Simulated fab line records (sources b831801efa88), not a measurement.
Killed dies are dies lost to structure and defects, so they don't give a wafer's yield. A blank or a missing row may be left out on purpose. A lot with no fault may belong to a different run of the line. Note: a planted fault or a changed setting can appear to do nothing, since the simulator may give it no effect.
Chamber matching || flow sky130 || 3 sister chambers for SKY_PASSIVATION_CVD_00 on pecvd-04
The step deposits SiO2, target thk 90 nm. 6 wafers are shown with their chamber, then 12 later ones without.

WAFERS, EACH WITH ITS CHAMBER
{"wafer": "L085.1", "chamber": 0, "heater-power-w (W)": 635}
{"wafer": "L085.2", "chamber": 1, "heater-power-w (W)": 823}
{"wafer": "L085.4", "chamber": 2, "heater-power-w (W)": 692}
{"wafer": "L089.1", "chamber": 2, "heater-power-w (W)": 705}
{"wafer": "L089.2", "chamber": 0, "heater-power-w (W)": 636}
{"wafer": "L089.4", "chamber": 1, "heater-power-w (W)": 796}

WAFERS WITH NO CHAMBER GIVEN
{"wafer": "L088.1", "heater-power-w (W)": 598}
{"wafer": "L088.2", "heater-power-w (W)": 629}
{"wafer": "L088.4", "heater-power-w (W)": 799}
{"wafer": "L095.1", "heater-power-w (W)": 804}
{"wafer": "L095.3", "heater-power-w (W)": 626}
{"wafer": "L095.4", "heater-power-w (W)": 643}
{"wafer": "L097.1", "heater-power-w (W)": 524}
{"wafer": "L097.2", "heater-power-w (W)": 802}
{"wafer": "L097.3", "heater-power-w (W)": 598}
{"wafer": "L097.4", "heater-power-w (W)": 825}
{"wafer": "L097.5", "heater-power-w (W)": 528}
{"wafer": "L097.6", "heater-power-w (W)": 619}

EACH ONE'S CHAMBER
{"wafer": "L088.1", "from the rows above": 0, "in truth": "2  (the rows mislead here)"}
{"wafer": "L088.2", "from the rows above": 0, "in truth": 0}
{"wafer": "L088.4", "from the rows above": 1, "in truth": 1}
{"wafer": "L095.1", "from the rows above": 1, "in truth": 1}
{"wafer": "L095.3", "from the rows above": 0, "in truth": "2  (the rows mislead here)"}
{"wafer": "L095.4", "from the rows above": 0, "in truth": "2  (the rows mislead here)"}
{"wafer": "L097.1", "from the rows above": 0, "in truth": 0}
{"wafer": "L097.2", "from the rows above": 1, "in truth": 1}
{"wafer": "L097.3", "from the rows above": 0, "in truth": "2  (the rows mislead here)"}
{"wafer": "L097.4", "from the rows above": 1, "in truth": 1}
{"wafer": "L097.5", "from the rows above": 0, "in truth": 0}
{"wafer": "L097.6", "from the rows above": 0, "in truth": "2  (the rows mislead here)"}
Correctly placed: 7 of 12. Can't be placed from these rows: 0. Number placed wrongly: 5.
How it was worked out, from the rows above alone: a wafer's distance from a chamber is the root of the sum, over the readings, of the square of ((its reading less the chamber's mean) divided by the reading's scatter). The wafer belongs to the nearest chamber; if the next one is less than 2 further off, it can't be placed. The mean given for a chamber averages the wafers shown for that chamber. How the scatter is found: for the shown wafers, subtract from each reading the mean of its chamber, square and add these, divide the total by (wafers less chambers), then take the root.
